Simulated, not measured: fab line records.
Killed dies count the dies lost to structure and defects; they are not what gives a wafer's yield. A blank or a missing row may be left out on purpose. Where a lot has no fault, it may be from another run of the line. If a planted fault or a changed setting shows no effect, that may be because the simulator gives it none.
Which tool is to blame?	flow gf180mcu	39 wafers from 13 lots sampled at 3 of the route's 602 steps

## WHAT EACH GAUGE READ, for each wafer
GF_SALICIDE_RS_MEAS_04: a four-point-probe measurement. Usual: SALICIDE_TIN_RS gives 16.38 ohm/sq (standard deviation 0.27).
lot	measured	on	SALICIDE_TIN_RS (ohm/sq)	flag
L611	day 14 23:16	film_metro-04	16.16 16.08 16.35	
L613	day 15 22:48	film_metro-04	16.05 16.07 16.10	
L614	day 16 08:29	film_metro-04	8.34 8.39 8.41	OFF
L615	day 16 17:25	film_metro-02	16.01 16.41 15.96	
L616	day 16 22:12	film_metro-03	8.36 8.50 8.45	OFF
L617	day 17 03:50	film_metro-04	8.49 8.57 8.40	OFF
L619	day 18 01:14	film_metro-04	16.36 16.08 16.29	
L626	day 20 13:19	film_metro-04	16.57 16.45 16.41	
L628	day 21 07:37	film_metro-04	16.43 16.40 16.49	
L630	day 22 06:35	film_metro-03	16.47 16.24 16.33	
L631	day 22 10:01	film_metro-02	16.56 16.67 16.42	
L632	day 22 13:14	film_metro-03	17.09 17.14 16.93	
L633	day 22 16:49	film_metro-03	16.00 16.04 15.87	

GF_CONTACT_OVL_MEAS_15. Usual: CONTACT_OVL gives 0 nm (standard deviation 5.7).
lot	measured	on	CONTACT_OVL (nm)	flag
L611	day 15 22:02	overlay-01	7 10 3	
L613	day 16 22:26	overlay-01	-13 -9 4	
L614	day 17 08:17	overlay-02	2 -7 3	
L615	day 17 17:54	overlay-02	0 6 -4	
L616	day 17 22:40	overlay-01	-4 -3 10	
L617	day 18 04:20	overlay-01	7 2 8	
L619	day 19 02:01	overlay-02	-10 0 4	
L626	day 21 14:41	overlay-02	6 11 -1	
L628	day 22 08:41	overlay-02	0 -5 -3	
L630	day 23 06:53	overlay-01	-9 -7 -6	
L631	day 23 10:05	overlay-01	0 4 4	
L632	day 23 12:38	overlay-02	6 8 -2	
L633	day 23 16:49	overlay-02	-7 6 -4	

## WHAT TOOL EACH LOT RAN ON (gives the tool, then ch and the chambers of the sampled wafers, and finally the start)
lot	GF_SALICIDE_SPUTTER_02
L611	pvd_sputter-02, day 14 23:13
L613	pvd_sputter-02, day 15 22:44
L614	pvd_sputter-02, day 16 08:13
L615	pvd_sputter-03, day 16 17:21
L616	pvd_sputter-03, day 16 21:56
L617	pvd_sputter-03, day 17 03:34
L619	pvd_sputter-03, day 18 01:11
L626	pvd_sputter-04, day 20 13:16
L628	pvd_sputter-03, day 21 07:33
L630	pvd_sputter-03, day 22 06:32
L631	pvd_sputter-04, day 22 09:58
L632	pvd_sputter-04, day 22 13:11
L633	pvd_sputter-02, day 22 16:45
- GF_SALICIDE_SPUTTER_02: material Co, target thk 10 nm, time 20 s.

## WHAT THE TOOLS THEMSELVES READ (means of the sampled wafers that have a number; where no wafer has one, the mark that the record gives instead)
GF_SALICIDE_SPUTTER_02. Usual: throttle_valve_pct at 30.2 %, with a standard deviation of 1.1.
lot	tool	throttle_valve_pct (%)	flag
L611	pvd_sputter-02	30.1	
L613	pvd_sputter-02	30.0	
L614	pvd_sputter-02	30.3	
L615	pvd_sputter-03	29.8	
L616	pvd_sputter-03	30.1	
L617	pvd_sputter-03	30.0	
L619	pvd_sputter-03	29.6	
L626	pvd_sputter-04	29.9	
L628	pvd_sputter-03	30.1	
L630	pvd_sputter-03	29.7	
L631	pvd_sputter-04	29.8	
L632	pvd_sputter-04	29.5	
L633	pvd_sputter-02	30.0	

## THE ANSWER, worked out from the rows above alone
Rule: lot off if the mean of its wafers having a number is beyond 3 standard deviations from the usual mean. A lot without any number at a reading at which 4 lots or more have one is off too. Any other lot the step has rows for is counted as sound. After the gauges, taken in route order, come the tools' own readings; for these a lot's mean is taken, as printed above. At the first step where some lot is off, the reading lying furthest off is the one used; lots without a number count as furthest.
Off: at GF_SALICIDE_RS_MEAS_04 (SALICIDE_TIN_RS), L614, L616, L617.
If a tool, at a process step before that reading, ran all the lots that are off and no sound lot after the first of them, it fits. Those tools and the gauges at GF_SALICIDE_RS_MEAS_04 are tried in the same way. Not one of the candidates tried fits.

## WHAT THE SIMULATOR HAD PUT IN
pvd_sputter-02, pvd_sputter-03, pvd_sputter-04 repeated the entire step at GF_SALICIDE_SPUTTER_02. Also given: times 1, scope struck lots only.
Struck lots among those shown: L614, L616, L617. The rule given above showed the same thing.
